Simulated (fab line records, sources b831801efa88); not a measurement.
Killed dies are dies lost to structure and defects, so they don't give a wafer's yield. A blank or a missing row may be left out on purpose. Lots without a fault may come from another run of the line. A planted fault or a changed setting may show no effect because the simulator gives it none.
fab line records | flow sfq_line
record lots=6 wafers=16 last_day=82
route steps=325 shown M3@122 I3@133 M4@148 I4@163 M8@325
lots that met no fault: from a run of the same line without faults
start_h: hours from the record's first day to the start of the lot's first wafer shown | wait_h: hours since the lot's step before | " the same as in the row above | L1.1+2: a row that stands for several wafers | - no value, or no start given | * or withheld: withheld | < > ~ a bound
route shown NAME@n: a module of which the file shows steps, and the number in the route of the first | usual: mean/standard deviation of fault-free wafers | same: alike in all rows | chamber/n: place in a boat | sites: the reading at each site | _std_site: their standard deviation | _edge_site: outer sites' mean less inner sites' | radius_mm: how far each site lies from the wafer's centre | mask NAME#n: copy n | behind: the tool/chamber that last shaped the wafer | hold: why the lot was held/for how many hours/how that ended | device: the transistor (n, p or np) that didn't switch | end of line: the same wafers' tests at the end of the route | a step without rows: its recipe alone | killed: dies lost to structure and defects at the first sort, not the wafer's yield | map: a wafer's dies, x killed, . not, _ none there
set.NAME: the setting as run; set.NAME@STEP: as run at that earlier step | model.NAME: the simulator's own value behind a step, which no gauge read
lots at some steps of the route; a table a step, a row a wafer
services: from which hour (start_h, from the record's first day; less than 0 if before it) a tool's chamber was out of use, for how many hours, and why
## steps
# step SFQ_TRILAYER_M3_LITHO_COAT_080
# recipe resist=BARC spin_rpm=3000 resist_thk_nm=62
# step SFQ_TRILAYER_M3_LITHO_COAT_075
# recipe resist=KrF spin_rpm=3000 resist_thk_nm=600
# step SFQ_TRILAYER_M3_LITHO_SOFTBAKE_079
# recipe temp_c=withheld time_s=withheld resist=KrF
# step SFQ_TRILAYER_M3_LITHO_EXPOSE_076
# recipe mask_id=M3 na=0.6 source_shape=conventional sigma_outer=0.65 target_cd_nm=500 dose_mj=14.4
# step SFQ_TRILAYER_M3_LITHO_PEB_078
# recipe peb_temp_c=115 peb_time_s=60 resist=KrF
# step SFQ_TRILAYER_M3_LITHO_DEVELOP_077
# recipe time_s=60 resist=KrF
# step SFQ_M3_OVL_MEAS_921
# usual M3_OVL=-1/4.8
# columns lot.wafer tool chamber start_h wait_h M3_OVL[nm]
L168.1 overlay-01 - 665.67 0.1 -2
L168.3 " - " " -5
L168.4 " - " " -4
L170.2 overlay-02 - 672.88 0.1 0
L170.5 " - " " 8
L172.1 overlay-02 - 719.22 0.1 -6
L172.2 " - " " -5
L180.2 overlay-02 - 830.78 0.1 -3
L180.3 " - " " -3
L180.4 " - " " 1
L183.1 overlay-01 - 850.22 0.1 -4
L183.3 " - " " 1
L183.4 " - " " 4
L188.1 overlay-01 - 882.62 0.1 -3
L188.2 " - " " 3
L188.6 " - " " 7
# step SFQ_TRILAYER_M3_BARC_OPEN_METAL_ETCH_100
# recipe mask_material=PR chemistry=O2 target_depth_nm=125 target=BARC icp_w=600 bias_w=80 pressure_mtorr=10 time_s=41.7
# usual drypump_motor_current_A=5.7/0.5 oes_product_au=0.685/0.0043
# columns lot.wafer tool chamber start_h wait_h drypump_motor_current_A oes_product_au rf_hours_counter_h
L168.1 rie_metal-01 1 665.71 0.0 5.6 0.686 90
L168.3 " 0 " " 5.3 0.679 -
L168.4 " 1 " " 5.7 0.686 -
L170.2 rie_metal-02 1 672.91 0.0 6.0 0.687 62
L170.5 " 1 " " 5.9 0.685 -
L172.1 rie_metal-01 0 719.26 0.0 5.3 0.682 125
L172.2 " 1 " " 5.7 0.678 99
L180.2 rie_metal-03 1 830.81 0.0 5.0 0.693 36
L180.3 " 1 " " 5.0 0.677 -
L180.4 " 0 " " 5.9 0.690 -
L183.1 rie_metal-02 0 850.26 0.0 6.6 0.688 37
L183.3 " 1 " " 5.9 0.693 -
L183.4 " 0 " " 6.6 0.682 -
L188.1 rie_metal-01 0 882.66 0.0 5.3 0.681 150
L188.2 " 1 " " 5.7 0.674 123
L188.6 " 0 " " 5.3 0.691 -
# step SFQ_TRILAYER_M3_ETCH_METAL_ETCH_078
# recipe target=Nb stop_on=SiO2 mask_material=PR chemistry=Cl2/Ar target_depth_nm=240 icp_w=600 bias_w=80 pressure_mtorr=10 time_s=120
# step SFQ_TRILAYER_M3_STRIP_STRIP_079
# recipe gas=O2 power_w=200 platen_temp_c=40 overash_fraction=0.65 chemistry=O2 pressure_mtorr=50
# step SFQ_TRILAYER_M3_STRIP_SOLV_CLEAN_080
# recipe chemistry=NMP temp_c=70 time_s=600
# step SFQ_TRILAYER_I3_DEP_PECVD_081
# recipe material=SiO2 temp_c=150 time_s=111.11 pressure_torr=2.4 rf_w=183.3 precursor=SiH4/N2O target_thk_nm=500
# step SFQ_TRILAYER_I3_CMP_CMP_082
# recipe material=SiO2 down_force_psi=3 platen_rpm=60 pad_velocity_m_s=0.94248
# usual motor_current_A=10.6/0.55 slurry_filter_dp_kPa=13.51/0.14 time_to_endpoint_s=216/6.5
# columns lot.wafer tool chamber start_h wait_h motor_current_A slurry_filter_dp_kPa time_to_endpoint_s model.SiO2_of_TRILAYER_I3_DEP_PECVD_081.thk_nm
L168.1 cmp-01 2 669.18 2.5 10.7 13.29 217 199.4
L168.3 " 3 " " 10.5 13.63 216 199
L168.4 " 0 " " 10.8 13.69 222 198.7
L170.2 cmp-02 1 679.11 5.2 10.0 13.78 215 200.8
L170.5 " 0 680.61 6.6 9.7 13.45 287 307.9
L172.2 cmp-02 3 722.10 1.8 10.5 13.40 217 200.6
L172.1 " 2 723.60 3.3 11.5 13.37 269 300.2
L180.2 cmp-02 1 840.61 8.8 9.7 13.53 225 201.2
L180.3 " 2 " " 11.1 13.50 221 200.8
L180.4 " 3 " " 10.9 13.40 215 200.4
L183.1 cmp-01 2 861.21 9.9 10.3 13.38 216 199.2
L183.4 " 3 " " 10.1 13.67 215 199.4
L183.3 " 1 862.71 11.4 10.4 13.48 220 198.9
L188.2 cmp-02 0 898.10 14.4 10.3 13.42 220 200.5
L188.1 " 2 899.10 15.4 11.2 13.50 222 200.9
L188.6 " 0 900.10 16.4 10.0 13.47 226 201.2
# step SFQ_I3_BOW_MEAS_922
# recipe mode=bow
# usual I3_BOW=2/8.3
# columns lot.wafer tool chamber start_h wait_h I3_BOW[um]
L168.1 film_metro-04 - 672.18 2.5 -5
L168.3 " - " " -1
L168.4 " - " " -6
L170.2 film_metro-04 - 681.13 1.5 -3
L170.5 " - " " -4
L172.1 film_metro-01 - 725.10 1.0 -2
L172.2 " - " " -6
L180.2 film_metro-02 - 843.13 2.0 10
L180.3 " - " " 1
L180.4 " - " " 15
L183.1 film_metro-01 - 864.21 2.5 -5
L183.3 " - " " -5
L183.4 " - " " -5
L188.1 film_metro-04 - 900.60 1.0 -11
L188.2 " - " " 9
L188.6 " - " " -1
# step SFQ_TRILAYER_I3_METRO_MEASURE_083
# usual thk_nm=200.0/0.94
# columns lot.wafer tool chamber start_h wait_h thk_nm
L168.1 film_metro-04 - 672.30 0.1 199.4
L168.3 " - " " 198.9
L168.4 " - " " 198.7
L170.2 film_metro-04 - 681.43 0.3 200.8
L170.5 " - " " 307.9
L172.1 film_metro-01 - 725.22 0.1 300.2
L172.2 " - " " 200.6
L180.2 film_metro-02 - 843.43 0.3 201.0
L180.3 " - " " 201.1
L180.4 " - " " 200.5
L183.1 film_metro-01 - 864.33 0.1 199.2
L183.3 " - " " 199.0
L183.4 " - " " 199.4
L188.1 film_metro-04 - 900.72 0.1 201.0
L188.2 " - " " 200.4
L188.6 " - " " 201.2
# step SFQ_TRILAYER_I3_VIA_LITHO_COAT_090
# recipe resist=BARC spin_rpm=3000 resist_thk_nm=62
# step SFQ_TRILAYER_I3_VIA_LITHO_COAT_085
# recipe resist=KrF spin_rpm=3000 resist_thk_nm=650
# step SFQ_TRILAYER_I3_VIA_LITHO_SOFTBAKE_089
# recipe temp_c=withheld time_s=withheld resist=KrF
# step SFQ_TRILAYER_I3_VIA_LITHO_EXPOSE_086
# recipe mask_id=I3 na=0.6 source_shape=conventional sigma_outer=0.65 target_cd_nm=500 dose_mj=21.3
# step SFQ_TRILAYER_I3_VIA_LITHO_PEB_088
# recipe peb_temp_c=115 peb_time_s=60 resist=KrF
# step SFQ_TRILAYER_I3_VIA_LITHO_DEVELOP_087
# recipe time_s=60 resist=KrF
# step SFQ_I3_OVL_MEAS_923
# usual I3_OVL=0/5.7
# columns lot.wafer tool chamber start_h wait_h I3_OVL[nm]
L168.1 overlay-02 - 817.57 0.1 -3
L168.3 " - " " -3
L168.4 " - " " -4
L170.2 overlay-02 - 829.58 0.1 -2
L170.5 " - " " 1
L172.1 overlay-01 - 874.22 0.1 -9
L172.2 " - " " -2
L180.2 overlay-02 - 981.52 0.1 4
L180.3 " - " " -9
L180.4 " - " " -3
L183.1 overlay-01 - 1004.11 0.1 6
L183.3 " - " " 8
L183.4 " - " " -1
L188.1 overlay-02 - 1041.44 0.1 -6
L188.2 " - " " 5
L188.6 " - " " 6
# step SFQ_TRILAYER_I3_VIA_BARC_OPEN_VIA_ETCH_121
# recipe mask_material=PR chemistry=O2 target_depth_nm=125 target=BARC source_w=500 bias_w=80 pressure_mtorr=30 time_s=41.7
# usual drypump_motor_current_A=5.6/0.43 oes_product_au=0.685/0.0048
# columns lot.wafer tool chamber start_h wait_h drypump_motor_current_A oes_product_au rf_hours_counter_h
L168.1 rie_diel-01 1 817.61 0.0 5.8 0.681 13
L168.3 " 0 " " 5.8 0.685 16
L168.4 " 2 " " 5.7 0.679 38
L170.2 rie_diel-02 2 829.61 0.0 5.6 0.687 13
L170.5 " 2 " " 5.6 0.681 -
L172.1 rie_diel-04 1 874.26 0.0 4.8 0.685 12
L172.2 " 3 " " 5.6 0.693 14
L180.2 rie_diel-02 2 981.55 0.0 5.6 0.687 15
L180.3 " 1 " " 5.1 0.677 8
L180.4 " 2 " " 5.6 0.690 -
L183.1 rie_diel-04 1 1004.15 0.0 4.8 0.687 14
L183.3 " 3 " " 5.5 0.687 16
L183.4 " 2 " " 5.5 0.689 13
L188.1 rie_diel-01 1 1041.47 0.0 5.8 0.692 16
L188.2 " 2 " " 5.6 0.685 3
L188.6 " 3 " " 5.1 0.686 -
# step SFQ_TRILAYER_I3_VIA_ETCH_VIA_ETCH_088
# recipe target=SiO2 stop_on=Nb mask_material=PR taper_deg=20 chemistry=CHF3 target_depth_nm=260 source_w=500 bias_w=80 pressure_mtorr=30 time_s=withheld
# usual drypump_motor_current_A=5.6/0.43 oes_product_au=0.855/0.0054
# columns lot.wafer tool chamber start_h wait_h drypump_motor_current_A oes_product_au model.etch.depth_nm model.I3.feature_depth_nm
L168.1 rie_diel-01 1 817.65 0.0 5.8 0.857 199.4 199.4
L168.3 " 0 " " 5.9 0.856 199 199
L168.4 " 2 " " 5.7 0.850 198.7 198.7
L170.2 rie_diel-02 2 829.65 0.0 5.5 0.854 200.8 200.8
L170.5 " 2 " " 5.5 1.006 261.6 261.6
L172.1 rie_diel-04 1 874.30 0.0 4.9 1.010 258.5 258.5
L172.2 " 3 " " 5.5 0.850 200.6 200.6
L180.2 rie_diel-02 2 981.59 0.0 5.6 0.865 201.2 201.2
L180.3 " 1 " " 5.1 0.853 200.8 200.8
L180.4 " 2 " " 5.6 0.860 200.4 200.4
L183.1 rie_diel-04 1 1004.19 0.0 4.8 0.853 199.2 199.2
L183.3 " 3 " " 5.6 0.844 198.9 198.9
L183.4 " 2 " " 5.6 0.852 199.4 199.4
L188.1 rie_diel-01 1 1041.51 0.0 5.8 0.860 200.9 200.9
L188.2 " 2 " " 5.7 0.859 200.5 200.5
L188.6 " 3 " " 5.1 0.860 201.2 201.2
# step SFQ_TRILAYER_I3_VIA_STRIP_STRIP_089
# recipe gas=O2 power_w=200 platen_temp_c=40 overash_fraction=0.65 chemistry=O2 pressure_mtorr=50
# step SFQ_TRILAYER_I3_VIA_STRIP_SOLV_CLEAN_090
# recipe chemistry=NMP temp_c=70 time_s=600
# step SFQ_TRILAYER_M4_DEP_PRE_CLEAN_092
# recipe gas=Ar time_s=22.5 bias_v=250
# usual bias_v=249.9/2.3
# columns lot.wafer tool chamber start_h wait_h bias_v model.SiO2_of_TRILAYER_I3_DEP_PECVD_081.thk_nm
L168.1 pvd_sputter-06 - 818.54 0.0 246.3 191.9
L168.3 " - " " 248.6 191.5
L168.4 " - " " 252.5 191.2
L170.2 pvd_sputter-06 - 830.54 0.0 248.2 193.3
L170.5 " - " " 251.4 300.4
L172.1 pvd_sputter-05 - 875.22 0.0 247.8 292.7
L172.2 " - " " 251.9 193.1
L180.2 pvd_sputter-05 - 982.48 0.0 249.1 193.7
L180.3 " - " " 248.4 193.3
L180.4 " - " " 250.7 192.9
L183.1 pvd_sputter-06 - 1005.68 0.0 250.3 191.7
L183.3 " - " " 250.5 191.4
L183.4 " - " " 253.7 191.9
L188.1 pvd_sputter-06 - 1042.40 0.0 247.9 193.4
L188.2 " - " " 247.0 193
L188.6 " - " " 249.7 193.7
# step SFQ_TRILAYER_M4_DEP_SPUTTER_091
# recipe material=Nb base_pressure_pa=1.33e-06 chamber_pressure_pa=0.1333 substrate_temp_c=20 resputter_cathode_voltage_v=400 target_thk_nm=200 power_w=2000 time_s=133.3
# usual base_pressure_pa=1.32e-06/8.5e-08 throttle_valve_pct=30.0/1.1
# columns lot.wafer tool chamber start_h wait_h base_pressure_pa throttle_valve_pct
L168.1 pvd_sputter-06 - 818.57 0.0 1.32e-06 29.4
L168.3 " - " " 1.35e-06 29.4
L168.4 " - " " 1.29e-06 29.3
L170.2 pvd_sputter-06 - 830.57 0.0 1.42e-06 29.4
L170.5 " - " " 1.33e-06 29.6
L172.1 pvd_sputter-05 - 875.25 0.0 1.27e-06 28.1
L172.2 " - " " 1.28e-06 31.4
L180.2 pvd_sputter-05 - 982.51 0.0 1.13e-06 31.3
L180.3 " - " " 1.31e-06 29.9
L180.4 " - " " 1.35e-06 28.3
L183.1 pvd_sputter-06 - 1005.71 0.0 1.34e-06 28.9
L183.3 " - " " 1.35e-06 29.1
L183.4 " - " " 1.28e-06 30.1
L188.1 pvd_sputter-06 - 1042.43 0.0 1.19e-06 29.4
L188.2 " - " " 1.41e-06 29.1
L188.6 " - " " 1.54e-06 29.9
# step SFQ_M4_RS_MEAS_924
# recipe thk_meas_gauge=four-point-probe reads=Nb_of_TRILAYER_M4_DEP_SPUTTER_091
# usual M4_NB_RS=0.892/0.0074
# columns lot.wafer tool chamber start_h wait_h M4_NB_RS[ohm/sq]
L168.1 film_metro-02 - 818.67 0.0 0.886
L168.3 " - " " 0.896
L168.4 " - " " 0.885
L170.2 film_metro-01 - 830.68 0.1 0.894
L170.5 " - " " 0.892
L172.1 film_metro-03 - 875.34 0.0 0.896
L172.2 " - " " 0.899
L180.2 film_metro-02 - 982.62 0.1 0.889
L180.3 " - " " 0.891
L180.4 " - " " 0.892
L183.1 film_metro-02 - 1005.80 0.0 0.893
L183.3 " - " " 0.887
L183.4 " - " " 0.895
L188.1 film_metro-03 - 1042.52 0.0 0.887
L188.2 " - " " 0.889
L188.6 " - " " 0.897
# step SFQ_TRILAYER_M4_LITHO_COAT_098
# recipe resist=BARC spin_rpm=3000 resist_thk_nm=62
# step SFQ_TRILAYER_M4_LITHO_COAT_093
# recipe resist=KrF spin_rpm=3000 resist_thk_nm=600
# step SFQ_TRILAYER_M4_LITHO_SOFTBAKE_097
# recipe temp_c=withheld time_s=withheld resist=KrF
# step SFQ_TRILAYER_M4_LITHO_EXPOSE_094
# recipe mask_id=M4 na=0.6 source_shape=conventional sigma_outer=0.65 target_cd_nm=500 dose_mj=14.4
# step SFQ_TRILAYER_M4_LITHO_PEB_096
# recipe peb_temp_c=115 peb_time_s=60 resist=KrF
# step SFQ_TRILAYER_M4_LITHO_DEVELOP_095
# recipe time_s=60 resist=KrF
# step SFQ_M4_OVL_MEAS_926
# usual M4_OVL=3/4.7
# columns lot.wafer tool chamber start_h wait_h M4_OVL[nm]
L168.1 overlay-01 - 958.53 0.1 1
L168.3 " - " " 7
L168.4 " - " " 3
L170.2 overlay-01 - 970.02 0.1 -7
L170.5 " - " " -4
L172.1 overlay-02 - 1013.71 0.1 2
L172.2 " - " " 4
L180.2 overlay-02 - 1119.29 0.1 3
L180.3 " - " " 10
L180.4 " - " " 6
L183.1 overlay-02 - 1149.11 0.1 3
L183.3 " - " " 4
L183.4 " - " " -1
L188.1 overlay-02 - 1190.28 0.1 4
L188.2 " - " " 0
L188.6 " - " " 7
# step SFQ_TRILAYER_M4_BARC_OPEN_METAL_ETCH_123
# recipe mask_material=PR chemistry=O2 target_depth_nm=125 target=BARC icp_w=600 bias_w=80 pressure_mtorr=10 time_s=41.7
# step SFQ_TRILAYER_M4_ETCH_METAL_ETCH_096
# recipe target=Nb stop_on=SiO2 mask_material=PR chemistry=Cl2/Ar target_depth_nm=240 icp_w=600 bias_w=80 pressure_mtorr=10 time_s=120
# usual drypump_motor_current_A=5.6/0.42 oes_product_au=0.893/0.0065
# columns lot.wafer tool chamber start_h wait_h drypump_motor_current_A oes_product_au rf_hours_counter_h
L168.1 rie_metal-04 1 958.63 0.0 5.3 0.890 96
L168.3 " 1 " " 5.3 0.890 -
L168.4 " 0 " " 6.2 0.906 -
L170.2 rie_metal-01 0 970.11 0.0 5.3 0.888 4
L170.5 " 1 " " 5.7 0.896 -
L172.1 rie_metal-03 0 1013.81 0.0 6.0 0.895 131
L172.2 " 1 " " 5.0 0.890 62
L180.2 rie_metal-04 1 1119.38 0.0 5.3 0.908 121
L180.3 " 0 " " 6.2 0.884 -
L180.4 " 1 " " 5.3 0.898 -
L183.1 rie_metal-04 0 1149.20 0.0 6.2 0.896 115
L183.3 " 0 " " 6.2 0.894 -
L183.4 " 1 " " 5.3 0.902 -
L188.1 rie_metal-01 1 1190.38 0.0 5.7 0.896 16
L188.2 " 0 " " 5.3 0.893 43
L188.6 " 1 " " 5.7 0.892 -
# step SFQ_TRILAYER_M4_STRIP_STRIP_097
# recipe gas=O2 power_w=200 platen_temp_c=40 overash_fraction=0.65 chemistry=O2 pressure_mtorr=50
# usual drypump_motor_current_A=5.6/0.42 oes_product_au=0.999/0.0074
# columns lot.wafer tool chamber start_h wait_h drypump_motor_current_A oes_product_au rf_hours_counter_h
L168.1 rie_metal-04 1 958.75 0.1 5.3 1.009 96
L168.3 " 1 " " 5.3 1.009 -
L168.4 " 0 " " 6.2 0.993 -
L170.2 rie_metal-01 0 970.23 0.1 5.3 0.989 4
L170.5 " 1 " " 5.7 0.993 -
L172.1 rie_metal-03 0 1013.93 0.1 6.0 1.006 131
L172.2 " 1 " " 5.0 0.986 63
L180.2 rie_metal-04 1 1119.50 0.1 5.3 1.012 121
L180.3 " 0 " " 6.2 0.998 -
L180.4 " 1 " " 5.3 1.007 -
L183.1 rie_metal-04 0 1149.33 0.1 6.2 0.990 115
L183.3 " 0 " " 6.2 1.001 -
L183.4 " 1 " " 5.3 0.991 -
L188.1 rie_metal-01 1 1190.50 0.1 5.6 0.985 16
L188.2 " 0 " " 5.3 0.995 43
L188.6 " 1 " " 5.7 0.996 -
# step SFQ_TRILAYER_M4_STRIP_SOLV_CLEAN_098
# recipe chemistry=NMP temp_c=70 time_s=600
# step SFQ_TRILAYER_I4_DEP_PECVD_099
# recipe material=SiO2 temp_c=150 time_s=111.11 pressure_torr=2.4 rf_w=183.3 precursor=SiH4/N2O target_thk_nm=500
# step SFQ_M8_BOW_MEAS_951
# recipe mode=bow
# usual M8_BOW=6/11
# columns lot.wafer tool chamber start_h wait_h M8_BOW[um] model.etest.i3.link_ohm
L168.1 film_metro-01 - 1703.87 0.0 9 1.954
L168.3 " - " " 14 1.959
L168.4 " - " " 9 1.947
L170.2 film_metro-01 - 1709.89 0.0 0 1.984
L170.5 " - " " 0 1e+06
L172.1 film_metro-04 - 1715.87 0.0 -1 1e+06
L172.2 " - " " -4 1.969
L180.2 film_metro-03 - 1906.91 0.0 20 1.974
L180.3 " - " " 9 1.966
L180.4 " - " " 26 1.974
L183.1 film_metro-01 - 1933.08 0.0 -14 1.979
L183.3 " - " " -13 1.963
L183.4 " - " " -12 1.968
L188.1 film_metro-03 - 1978.43 0.0 -9 1.965
L188.2 " - " " 12 1.956
L188.6 " - " " 2 1.969
## services
# columns tool chamber start_h hours kind
cmp-02 - 658.46 1.6 repair
pvd_sputter-06 - 663.17 1.2 repair
rie_diel-01 - 693.52 0.2 repair
rie_diel-01 2 707.36 5.3 repair
rie_metal-04 - 713.63 0.6 repair
pvd_sputter-06 - 761.82 15.5 repair
rie_metal-01 1 765.12 1.9 repair
rie_metal-01 - 782.19 1.7 repair
rie_diel-01 - 827.51 14.6 pm
rie_diel-01 3 923.86 16.6 repair
pvd_sputter-06 - 931.23 8.2 repair
rie_metal-04 - 954.34 0.5 repair
rie_metal-04 - 969.99 4.4 repair
rie_metal-04 0 985.08 21.4 repair
pvd_sputter-06 - 1059.35 2.2 repair
pvd_sputter-06 - 1072.06 0.7 repair
rie_metal-01 1 1072.21 14.3 repair
rie_diel-01 2 1084.83 2.4 repair
rie_metal-01 - 1101.60 1.4 pm
rie_diel-01 - 1106.14 2.8 pm
pvd_sputter-06 - 1113.80 50.0 repair
rie_metal-01 1 1114.51 17.4 repair
rie_diel-01 1 1175.30 4.2 repair
rie_diel-01 1 1185.89 7.9 repair
## key
first_sign step=SFQ_TRILAYER_I3_CMP_CMP_082 reading=time_to_endpoint_s direction=up sigmas=9.6 usual=* struck=*
effect step=SFQ_TRILAYER_I3_METRO_MEASURE_083 reading=thk_nm direction=up sigmas=99+ usual=200.0 struck=304.1
effect step=SFQ_TRILAYER_I3_VIA_ETCH_VIA_ETCH_088 reading=oes_product_au direction=up sigmas=28 usual=0.855 struck=1.008
model_effect step=SFQ_TRILAYER_I3_CMP_CMP_082 value=SiO2_of_TRILAYER_I3_DEP_PECVD_081.thk_nm without=199.5 struck=304
model_effect step=SFQ_TRILAYER_I3_VIA_ETCH_VIA_ETCH_088 value=etch.depth_nm without=199.5 struck=260
model_effect step=SFQ_TRILAYER_M4_DEP_PRE_CLEAN_092 value=SiO2_of_TRILAYER_I3_DEP_PECVD_081.thk_nm without=192 struck=296.5
model_effect step=SFQ_M8_BOW_MEAS_951 value=etest.i3.link_ohm without=1.972 struck=1e+06
met_at SFQ_TRILAYER_I3_CMP_CMP_082
struck_wafers L170.5,L172.1
fault kind=process_parameter_drift tool=cmp-02 chamber=- onset_h=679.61 steps=SFQ_TRILAYER_I3_CMP_CMP_082 channel=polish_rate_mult offset=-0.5 shape=step end_h=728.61 scope=struck_wafers_only
